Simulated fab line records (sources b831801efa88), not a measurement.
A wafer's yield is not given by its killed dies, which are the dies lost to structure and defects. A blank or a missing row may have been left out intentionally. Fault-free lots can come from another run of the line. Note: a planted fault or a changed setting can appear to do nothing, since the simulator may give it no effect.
Struck lot and sound lot, side by side    flow sky130    16 out of 708 route steps
Sound: these wafers, L862.4, L862.5, L862.6. Struck: wafer L874.5 (left out: L874.3, a lot-mate that was not struck); the cause follows at the end.
For every step that has rows: the tool of each side, followed by ch and its chambers, followed by its first start. Under that, the readings that differ: sound wafers    struck wafers    difference of the means    sigmas: that difference in standard deviations of wafers without a fault.
alike: words and numbers the same on both sides, and readings whose means are apart by under 2 such deviations; not compared: readings that were withheld, readings missing a value for some wafer, numbers with overlapping values and no deviation given by the record, and bounds like >300 which may hide the same value.
A row with sigmas, a row that says differs or no value, or rows on one side alone: a step with any of these is where the two part. When numbers do not overlap yet have no deviation, they are printed without sigmas and do not part them. Lack of a reading on every wafer of one side parts them only where that side has two or more wafers.

SKY_NWELL_OVL_MEAS_10:
  sound on overlay-02, day 6 08:15; struck on overlay-02, day 8 17:14
  alike: NWELL_00_OVL
then, 3 steps without rows for these wafers: SKY_NWELL_IMPLANT_11; SKY_NWELL_IMPLANT_12; SKY_NWELL_IMPLANT_13.
SKY_NWELL_STRIP_14: strips in O2/N2.
  sound on plasmaAsher-01 ch 0,1, day 6 08:45; struck on plasmaAsher-02 ch 0, day 8 17:45
  alike: drypumpMotorCurrentA, oesProductAu, stripTimeToEndpointS
  not compared: rfHoursCounterH
SKY_NWELL_TW_MEAS_15:
  sound on filmMetro-02, day 6 08:51; struck on filmMetro-02, day 8 17:50
  alike: NWELL_TW
then, 6 steps without rows for these wafers: SKY_NWELL_DEHYDRATE_16 (time 60 s); SKY_NWELL_HMDS_17 (prime time 60 s); SKY_NWELL_COAT_18 (resist thk 3000 nm); SKY_NWELL_SOFTBAKE_19; SKY_NWELL_EXPOSE_20 (exposes mask NWM COMPLEMENT, target cd 840 nm); SKY_NWELL_PEB_21.
SKY_NWELL_DEVELOP_22: develop time 60 s.
  sound on lithoTrack-03 ch 0, day 7 04:00; struck on lithoTrack-04 ch 0, day 9 14:00
SKY_NWELL_OVL_MEAS_23:
  sound on overlay-02, day 7 04:18; struck on overlay-01, day 9 14:20
  not compared: NWELL_01_OVL
next, for these wafers, 1 step has no rows: SKY_NWELL_IMPLANT_24.
-- the record jumps here: 40 days lie between the struck wafers' starts before and after (it left off in module NWELL and takes up again in module PAD_OPEN, whose first step shown is number 708 of the route) --
SKY_PAD_OPEN_PROBE_99:
  sound on prober-02, day 47 22:58; struck on prober-01, day 49 22:36
reading           sound      struck  difference  sigmas
killedAtFrontEnd  16 15 16   421     +405        +92
killedDies        100 83 92  492     +400        +42
killedOnRim       21 18 27   96      +74         +21
  alike: killed_at_M0_to_M3, killed_at_M4_up, killedAtContacts, killedAtOther, killedOpen, killedShort

## WHERE THEY PART
At SKY_PAD_OPEN_PROBE_99 and nowhere else, as far as this record goes.

WHY: what the simulator had put in
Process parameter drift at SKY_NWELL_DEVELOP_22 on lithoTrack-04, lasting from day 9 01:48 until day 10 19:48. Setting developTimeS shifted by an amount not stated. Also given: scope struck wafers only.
